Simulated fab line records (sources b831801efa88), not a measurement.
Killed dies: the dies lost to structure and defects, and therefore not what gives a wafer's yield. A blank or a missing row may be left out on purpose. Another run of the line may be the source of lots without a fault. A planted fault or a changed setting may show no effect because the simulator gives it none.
A struck lot beside a sound one / flow gf180mcu / 14 steps out of a route of 602
Sound: wafers L107.1, L107.5, L107.6. Struck: wafers L112.1, L112.3, L112.4. The cause is given at the end.
Per side, at each step with rows, come the tool, then ch with its chambers, and then its first start. Under that, the readings that differ: sound wafers / struck wafers / difference of the means / sigmas: that difference in standard deviations of wafers without a fault.
alike: readings with means less than 2 such deviations apart, plus words and numbers identical on both sides. not compared: withheld readings, readings lacking a value on some wafer, bounds such as >300 that could conceal the same value, and numbers that have no deviation in the record and whose values overlap.
A row with sigmas, a row that says differs or no value, or rows on one side alone: a step with any of these is where the two part. Non-overlapping numbers with no deviation appear without sigmas and do not part them. Lack of a reading on every wafer of one side parts them only where that side has two or more wafers.

GF_V3_CMP_26: polishes, stops on SiO2, t overpolish 15 s, target thk 0 nm.
  sound on cmp-01 ch 1,2, day 25 09:39; struck on cmp-02 ch 0,2,3, day 26 23:56
  alike: motor_current_A, overpolish_run_s, platen_rpm, time_to_endpoint_s
GF_M4_SPUTTER_00: material Ti, target thk 37.5 nm, time 150 s.
  sound: pvd_sputter-04 at day 25 09:57; struck: pvd_sputter-04 at day 27 00:14
  alike: throttle_valve_pct
then, 1 step without rows for these wafers: GF_M4_SPUTTER_01 (material TiN, target thk 30 nm, time 25 s).
GF_M4_SPUTTER_02: material AlCu, target thk 450 nm, time 23.9 s.
  sound: pvd_sputter-04 at day 25 10:05; struck: pvd_sputter-04 at day 27 00:22
  alike: throttle_valve_pct
GF_M4_SPUTTER_03: material Ti, target thk 10 nm, time 6.7 s.
  sound: pvd_sputter-04 at day 25 10:07; struck: pvd_sputter-04 at day 27 00:23
  alike: throttle_valve_pct
GF_M4_SPUTTER_04: material TiN, target thk 50 nm, time 41.7 s.
  sound: pvd_sputter-04 at day 25 10:08; struck: pvd_sputter-04 at day 27 00:25
  alike: throttle_valve_pct
GF_M4_RS_MEAS_05: a four-point-probe measurement.
  sound: film_metro-02 at day 25 10:10; struck: film_metro-03 at day 27 00:27
  alike: M4_ALCU_RS
GF_M4_THK_MEAS_06: measures by xrf.
  sound: film_metro-02 at day 25 10:17; struck: film_metro-03 at day 27 00:34
  alike: M4_ALCU_THK
then, 4 steps without rows for these wafers: GF_M4_DEHYDRATE_07 (time 60 s); GF_M4_HMDS_08 (prime time 60 s); GF_M4_COAT_09 (resist thk 1000 nm); GF_M4_SOFTBAKE_10 (time 60 s).
GF_M4_EXPOSE_11: exposes mask Metal4, target cd 280 nm.
  struck on krf_scanner-01, day 27 10:20; sound on krf_scanner-02 ch 0, day 25 21:11
  no value came back on the struck wafers for exposure_dose_mJ_cm2, focus_offset_nm (nm), sigma_outer; on the sound wafers exposure_dose_mJ_cm2 reads 28.020 27.968 27.992
  alike: mask
then, 1 step without rows for these wafers: GF_M4_PEB_12 (peb time 90 s).

## WHERE THEY PART
Within this record, at GF_M4_EXPOSE_11 only.

WHY: what had been put in by the simulator
Entire step skipped (krf_scanner-01, GF_M4_EXPOSE_11), from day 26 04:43 onward. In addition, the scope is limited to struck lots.
